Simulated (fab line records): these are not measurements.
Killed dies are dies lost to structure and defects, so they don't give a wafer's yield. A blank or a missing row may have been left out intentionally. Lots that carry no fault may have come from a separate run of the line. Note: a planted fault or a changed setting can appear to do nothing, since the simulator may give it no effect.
Which tool is to blame? ; flow gf180mcu ; 35 wafers from 13 lots sampled at 5 of the route's 602 steps

== WHAT EACH GAUGE READ, for each wafer ==
GF_MIM_THK_MEAS_06.
lot;measured;on;MIM_CVD_05_THK (nm)
L443;day 24 12:50;film_metro-01;42.1 42.3 42.4
L447;day 25 17:52;film_metro-01;41.1 41.2 41.6
L448;day 26 06:20;film_metro-01;42.0 42.0 41.1
L449;day 26 12:13;film_metro-01;41.7 42.4 42.8
L451;day 27 04:01;film_metro-01;42.7 41.5 42.2
L452;day 27 16:20;film_metro-03;40.1 41.5 41.4
L454;day 28 09:06;film_metro-01;42.2 42.8 43.1
L456;day 28 16:02;film_metro-01;41.4 42.3 42.3
L457;day 29 01:40;film_metro-03;34.4
L461;day 30 03:49;film_metro-04;35.5
L463;day 30 16:55;film_metro-01;40.4 41.5 41.9
L465;day 31 02:08;film_metro-01;41.9 43.2 42.9
L466;day 31 10:31;film_metro-03;42.2 41.4 42.5

== EACH LOT AND THE TOOL THAT RAN IT (in order: tool; ch and the chambers of the sampled wafers; start) ==
lot;GF_V2_SPUTTER_22;GF_M3_STRIP_17;GF_V3_CMP_04;GF_MIM_CVD_05
L443;pvd_sputter-02, day 20 06:49;plasma_asher-04 ch 0,1, day 21 11:39;cmp-02 ch 0,2, day 21 12:29;pecvd-04 ch 0,1,2, day 24 12:47
L447;pvd_sputter-03, day 21 16:19;plasma_asher-01 ch 0,1, day 22 17:18;cmp-01 ch 0,2, day 22 18:29;pecvd-04 ch 0,1, day 25 17:50
L448;pvd_sputter-01, day 22 06:31;plasma_asher-04 ch 0,1, day 23 07:07;cmp-02 ch 0,1,3, day 23 07:58;pecvd-01 ch 0,1,2, day 26 06:17
L449;pvd_sputter-01, day 22 12:42;plasma_asher-01 ch 0,1, day 23 12:45;cmp-01 ch 1,2,3, day 23 13:40;pecvd-01 ch 0,1,2, day 26 12:10
L451;pvd_sputter-02, day 23 06:41;plasma_asher-03 ch 0,1, day 24 05:46;cmp-02 ch 0,1,3, day 24 07:13;pecvd-03 ch 0,2, day 27 03:59
L452;pvd_sputter-01, day 23 20:50;plasma_asher-04 ch 0,1, day 24 19:39;cmp-02 ch 0,1, day 24 20:42;pecvd-01 ch 0,2, day 27 16:19
L454;pvd_sputter-03, day 24 14:11;plasma_asher-01 ch 0,1, day 25 13:02;cmp-02 ch 0,3, day 25 14:07;pecvd-04 ch 0,2, day 28 09:04
L456;pvd_sputter-01, day 24 23:08;plasma_asher-03 ch 0, day 25 21:55;cmp-02 ch 0,1,2, day 25 22:50;pecvd-03 ch 0,1,2, day 28 16:01
L457;pvd_sputter-02, day 25 11:42;plasma_asher-04 ch 0, day 26 09:03;cmp-01 ch 0, day 26 10:00;pecvd-03 ch 2, day 29 01:38
L461;pvd_sputter-01, day 26 15:44;plasma_asher-01 ch 1, day 27 12:41;cmp-01 ch 3, day 27 13:36;pecvd-03 ch 2, day 30 03:46
L463;pvd_sputter-03, day 27 05:46;plasma_asher-03 ch 0,1, day 28 01:45;cmp-01 ch 0,1,2, day 28 02:31;pecvd-01 ch 0,2, day 30 16:52
L465;pvd_sputter-03, day 27 16:13;plasma_asher-01 ch 0,1, day 28 12:05;cmp-02 ch 0,3, day 28 13:00;pecvd-04 ch 0,1,2, day 31 02:05
L466;pvd_sputter-03, day 28 01:23;plasma_asher-01 ch 0,1, day 28 21:50;cmp-02 ch 2,3, day 28 22:38;pecvd-04 ch 0,1,2, day 31 10:28
- GF_V2_SPUTTER_22: material TiN, target thk 10 nm, time 40 s.
- GF_M3_STRIP_17: strips in O2/N2.
- GF_V3_CMP_04: polishes SiO2.
- GF_MIM_CVD_05: deposits Si3N4, target thk 42 nm, time 29.086 s.

== AS READ BY THE TOOLS THEMSELVES (means over the sampled wafers that have a number; for cases with no such wafer, the mark the record gives instead) ==
GF_V2_SPUTTER_22.
lot;tool;chamber_pressure_pa (Pa);throttle_valve_pct (%)
L443;pvd_sputter-02;4.993;30.6
L447;pvd_sputter-03;4.990;31.2
L448;pvd_sputter-01;4.998;30.8
L449;pvd_sputter-01;4.995;29.7
L451;pvd_sputter-02;5.007;29.2
L452;pvd_sputter-01;5.001;29.3
L454;pvd_sputter-03;4.998;31.6
L456;pvd_sputter-01;5.005;30.1
L457;pvd_sputter-02;5.001;31.5
L461;pvd_sputter-01;4.980;31.2
L463;pvd_sputter-03;4.993;31.2
L465;pvd_sputter-03;5.000;31.4
L466;pvd_sputter-03;5.009;31.2

GF_M3_STRIP_17.
lot;tool;drypump_motor_current_A (A);heater_power_w (W);oes_product_au (a.u.);strip_time_to_endpoint_s (s)
L443;plasma_asher-04;5.8;345;0.542;7.43
L447;plasma_asher-01;5.3;356;0.536;7.33
L448;plasma_asher-04;5.8;343;0.537;7.36
L449;plasma_asher-01;5.4;360;0.538;7.38
L451;plasma_asher-03;6.6;366;0.538;7.42
L452;plasma_asher-04;5.5;322;0.545;7.45
L454;plasma_asher-01;5.3;356;0.535;7.32
L456;plasma_asher-03;6.3;352;0.533;7.37
L457;plasma_asher-04;6.0;374;0.540;7.38
L461;plasma_asher-01;5.2;373;0.547;7.36
L463;plasma_asher-03;6.4;362;0.539;7.36
L465;plasma_asher-01;5.3;358;0.544;7.45
L466;plasma_asher-01;5.3;356;0.539;7.41

GF_V3_CMP_04.
lot;tool;motor_current_A (A);time_to_endpoint_s (s)
L443;cmp-02;12.1;82
L447;cmp-01;11.8;86
L448;cmp-02;12.3;83
L449;cmp-01;11.9;86
L451;cmp-02;12.6;79
L452;cmp-02;13.2;84
L454;cmp-02;13.2;83
L456;cmp-02;12.5;80
L457;cmp-01;12.3;75
L461;cmp-01;13.1;77
L463;cmp-01;11.5;83
L465;cmp-02;13.2;94
L466;cmp-02;11.5;86

GF_MIM_CVD_05.
lot;tool;heater_power_w (W);run_length_s (s);susceptor_temp_C (C)
L443;pecvd-04;654;57.4;384.99
L447;pecvd-04;670;57.1;384.90
L448;pecvd-01;607;57.2;384.97
L449;pecvd-01;607;57.2;384.96
L451;pecvd-03;601;57.0;384.83
L452;pecvd-01;628;57.0;384.86
L454;pecvd-04;749;57.9;384.95
L456;pecvd-03;704;57.6;385.08
L457;pecvd-03;624;51.5;-
L461;pecvd-03;652;51.8;-
L463;pecvd-01;578;57.0;385.13
L465;pecvd-04;670;57.1;384.97
L466;pecvd-04;654;57.0;385.08

== THE ANSWER, worked out from the rows above alone ==
Rule: what is usual is taken from the lots themselves. The widest of any qualifying gaps counts: lots, ordered by their means at a reading, are off when they make up no more than a third of the lots, leave a main group of 4 or more, and stand apart from it by 3 or more times the standard deviation of that group's means. A main group whose means are all the same, to the digits that the tables above print for the reading, isn't used. A lot without any number at a reading at which 4 lots or more have one is off too. Where the step has rows for the other lots, those lots are counted as sound. The gauges are gone through in route order, then the tools' own readings, and for those a lot's mean is taken as printed above. The first step at which some lot is off is used, and at that step the reading that is off furthest; a lot without a number counts as furthest.
Off: L457, L461, at GF_MIM_THK_MEAS_06 (MIM_CVD_05_THK). The main group has a mean of 41.9 nm with a standard deviation of 0.54.
A tool fits if, at a process step before that reading, it ran every lot that is off, and no sound lot after the first of them. The gauges at GF_MIM_THK_MEAS_06 aren't tried: what is off there is off at GF_MIM_CVD_05 too, on other tools, and a gauge's error can't cause that. One fits: GF_MIM_CVD_05 on pecvd-03. Its last sound lot is L456 (day 28 16:01), its first lot that is off L457 (day 29 01:38): a fault that began between those two fits.
The tool's own readings at GF_MIM_CVD_05 bear it out: on the lots that are off they differ by more than 5 times the standard deviation of the sound lots' means. run_length_s reads 51.6 s there against 57.2 s on the sound lots.
Blank at GF_MIM_CVD_05 on the lots that are off, where sound lots have numbers: susceptor_temp_C.

== WHAT THE SIMULATOR HAD INSERTED ==
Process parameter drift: pecvd-03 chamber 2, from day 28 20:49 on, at GF_MIM_CVD_05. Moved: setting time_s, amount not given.
Struck lots among those shown: L457, L461. The rule above found the same.
